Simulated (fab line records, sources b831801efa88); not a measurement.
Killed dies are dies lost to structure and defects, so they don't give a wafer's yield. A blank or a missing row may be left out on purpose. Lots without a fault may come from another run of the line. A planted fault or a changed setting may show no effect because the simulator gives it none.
Which tool did it? | flow gf180mcu | 6 lots, 18 wafers sampled, at 3 steps of a route of 602

WHAT THE GAUGES READ, wafer by wafer
GF_LVPWELL_TW_MEAS_11.
lot  | measured    | on            | LVPWELL_TW
L546 | day 4 08:11 | film_metro-02 | 561 561 561
L551 | day 5 14:33 | film_metro-03 | 561 562 564
L553 | day 5 23:17 | film_metro-02 | 559 555 557
L557 | day 6 22:14 | film_metro-03 | 486 486 487
L564 | day 8 11:50 | film_metro-01 | 560 559 557
L566 | day 9 01:17 | film_metro-02 | 558 558 559

WHICH TOOL RAN EACH LOT (tool, then ch and the chambers of the sampled wafers, then the start)
lot  | GF_STI_ETCH_13                    | GF_LVPWELL_IMPLANT_08
L546 | rie_diel-03 ch 0,1,2, day 2 12:25 | implanter-01 ch 0, day 4 07:48
L551 | rie_diel-02 ch 1,2,3, day 3 16:06 | implanter-03 ch 0, day 5 14:11
L553 | rie_diel-01 ch 0,2,3, day 4 00:08 | implanter-03 ch 0, day 5 22:53
L557 | rie_diel-03 ch 0,1, day 4 19:58   | implanter-03 ch 0, day 6 21:50
L564 | rie_diel-03 ch 1,3, day 6 08:15   | implanter-01 ch 0, day 8 11:26
L566 | rie_diel-01 ch 1,2,3, day 6 18:41 | implanter-04 ch 0, day 9 00:55
- GF_STI_ETCH_13: etches the open film in CHF3/O2, stops on Si, target depth 282.31 nm, time 112.9 s.
- GF_LVPWELL_IMPLANT_08

THE ANSWER, worked out from the rows above alone
Rule: what is usual is taken from the lots themselves. Put in order of their means at a reading, lots are off if they are a third of the lots or fewer, leave a main group of 4 or more, and stand apart from it by a gap of 3 or more times the standard deviation of the main group's means; of several such gaps the widest counts. A main group whose means are all the same, to the digits that the tables above print for the reading, isn't used. A lot without any number at a reading at which 4 lots or more have one is off too. The other lots that the step has rows for count as sound.
Off: L557, at GF_LVPWELL_TW_MEAS_11 (LVPWELL_TW). The main group: mean 559, standard deviation 1.9.
A tool fits if, at a process step before that reading, it ran every lot that is off, and no sound lot after the first of them. The gauges at GF_LVPWELL_TW_MEAS_11 are tried like those tools. Can't be told from this: 2 tools fit, implanter-03 at GF_LVPWELL_IMPLANT_08, film_metro-03 at GF_LVPWELL_TW_MEAS_11.

WHAT THE SIMULATOR HAD PUT IN
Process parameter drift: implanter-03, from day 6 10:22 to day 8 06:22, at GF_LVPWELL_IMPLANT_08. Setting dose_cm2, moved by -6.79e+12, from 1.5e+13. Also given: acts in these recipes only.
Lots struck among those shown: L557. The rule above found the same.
